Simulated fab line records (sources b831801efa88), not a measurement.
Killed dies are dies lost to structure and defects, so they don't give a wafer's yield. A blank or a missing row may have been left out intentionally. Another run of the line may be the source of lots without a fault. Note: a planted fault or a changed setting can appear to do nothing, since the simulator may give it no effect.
Struck lot and sound lot, side by side ; flow sfq-line ; 20 steps out of a route of 325
Sound: wafers L228.2, L228.3, L228.4. Struck: wafer L235.2 (left out: L235.5, a lot-mate that was not struck); the cause follows at the end.
Per side, at each step with rows, come the tool, then ch with its chambers, and then its first start. Under that, the readings that differ: sound wafers ; struck wafers ; difference of the means ; sigmas: that difference in standard deviations of wafers without a fault.
alike: words and numbers the same on both sides, and readings whose means are apart by under 2 such deviations; not compared: readings that were withheld, readings missing a value for some wafer, numbers with overlapping values and no deviation given by the record, and bounds like >300 which may hide the same value.
Wherever a step has rows on one side only, a row that says differs or no value, or a row with sigmas, the two part there. Numbers that don't overlap but have no deviation are shown without sigmas and don't part them. A reading missing from all wafers of one side parts the sides only when that side holds two or more wafers.

first, 3 steps without rows for these wafers: SFQ_TRILAYER_L0_VIA_LITHO_EXPOSE_014 (exposes mask L0V, target cd 700 nm); SFQ_TRILAYER_L0_VIA_LITHO_PEB_016 (peb time 60 s); SFQ_TRILAYER_L0_VIA_LITHO_DEVELOP_015 (time 60 s).
SFQ_L0V_OVL_MEAS_903:
  sound: overlay-01 at day 8 09:20; struck: overlay-01 at day 10 18:05
  alike: L0V_OVL
SFQ_TRILAYER_L0_VIA_BARC_OPEN_VIA_ETCH_021: etches BARC in O2, target depth 125 nm, time 41.7 s.
  sound on rie-diel-01 ch 0,2,3, day 8 09:22; struck on rie-diel-04 ch 2, day 10 18:07
  alike: drypump-motor-current-A, oes-product-au
  not compared: rf-hours-counter-h
SFQ_TRILAYER_L0_VIA_ETCH_VIA_ETCH_016: etches SiO2 in CHF3, stops on MoNx KI, target depth 80 nm.
  sound on rie-diel-01 ch 0,2,3, day 8 09:24; struck on rie-diel-04 ch 2, day 10 18:09
  alike: drypump-motor-current-A, oes-product-au
SFQ_TRILAYER_L0_VIA_STRIP_STRIP_017: strips in O2.
  sound on rie-metal-04 ch 0,1, day 8 09:27; struck on rie-metal-01 ch 0, day 10 18:12
  alike: drypump-motor-current-A, oes-product-au
  not compared: rf-hours-counter-h
then, 2 steps without rows for these wafers: SFQ_TRILAYER_L0_VIA_STRIP_SOLV_CLEAN_018 (cleans in NMP, time 600 s); SFQ_TRILAYER_M0_DEP_PRE_CLEAN_020 (time 15 s).
SFQ_TRILAYER_M0_DEP_SPUTTER_019: material Nb, target thk 200 nm, time 133.3 s.
  sound: pvd-sputter-04 at day 8 10:16; struck: pvd-sputter-06 at day 10 19:00
  alike: cathode-dc-power-W, throttle-valve-pct
SFQ_M0_RS_MEAS_904: measures by four-point-probe.
  sound: film-metro-03 at day 8 10:23; struck: film-metro-04 at day 10 19:07
  alike: M0_NB_RS
SFQ_TRILAYER_M0_LITHO_COAT_026: resist thk 62 nm.
  sound on litho-track-01 ch 0, day 8 10:35; struck on litho-track-01 ch 0, day 10 19:19
reading;sound;struck;difference;sigmas
model.BARC_of_TRILAYER_M0_LITHO_COAT_026.thk-nm (nm);61.8 62 61.73;59.55;-2.29;
then, 5 steps without rows for these wafers: SFQ_TRILAYER_M0_LITHO_COAT_021 (resist thk 600 nm); SFQ_TRILAYER_M0_LITHO_SOFTBAKE_025; SFQ_TRILAYER_M0_LITHO_EXPOSE_022 (exposes mask M0, target cd 500 nm); SFQ_TRILAYER_M0_LITHO_PEB_024 (peb time 60 s); SFQ_TRILAYER_M0_LITHO_DEVELOP_023 (time 60 s).
-- the record jumps here: 3 days lie between the struck wafers' starts before and after --
SFQ_M0_OVL_MEAS_906:
  sound: overlay-01 at day 12 13:26; struck: overlay-01 at day 13 12:14
  alike: M0_OVL
SFQ_TRILAYER_M0_BARC_OPEN_METAL_ETCH_031: etches BARC in O2, target depth 125 nm, time 41.7 s.
  sound on rie-metal-01 ch 0,1, day 12 13:28; struck on rie-metal-03 ch 0, day 13 12:17
reading;sound;struck;difference;sigmas
oes-product-au (a.u.);0.680 0.686 0.687;0.669;-0.015;-4
model.etch.depth-nm (nm);61.8 62 61.73;59.55;-2.29;
  alike: drypump-motor-current-A
  not compared: rf-hours-counter-h
SFQ_TRILAYER_M0_ETCH_METAL_ETCH_024: etches Nb in Cl2/Ar, stops on SiO2, target depth 240 nm, time 120 s.
  sound on rie-metal-01 ch 0,1, day 12 13:31; struck on rie-metal-03 ch 0, day 13 12:25
  alike: drypump-motor-current-A, oes-product-au
  not compared: rf-hours-counter-h

== WHERE THEY PART ==
Only at SFQ_TRILAYER_M0_BARC_OPEN_METAL_ETCH_031, within this record. Later steps at which nothing parts them and some readings are alike: SFQ_TRILAYER_M0_ETCH_METAL_ETCH_024.

WHY: whatever the simulator had introduced
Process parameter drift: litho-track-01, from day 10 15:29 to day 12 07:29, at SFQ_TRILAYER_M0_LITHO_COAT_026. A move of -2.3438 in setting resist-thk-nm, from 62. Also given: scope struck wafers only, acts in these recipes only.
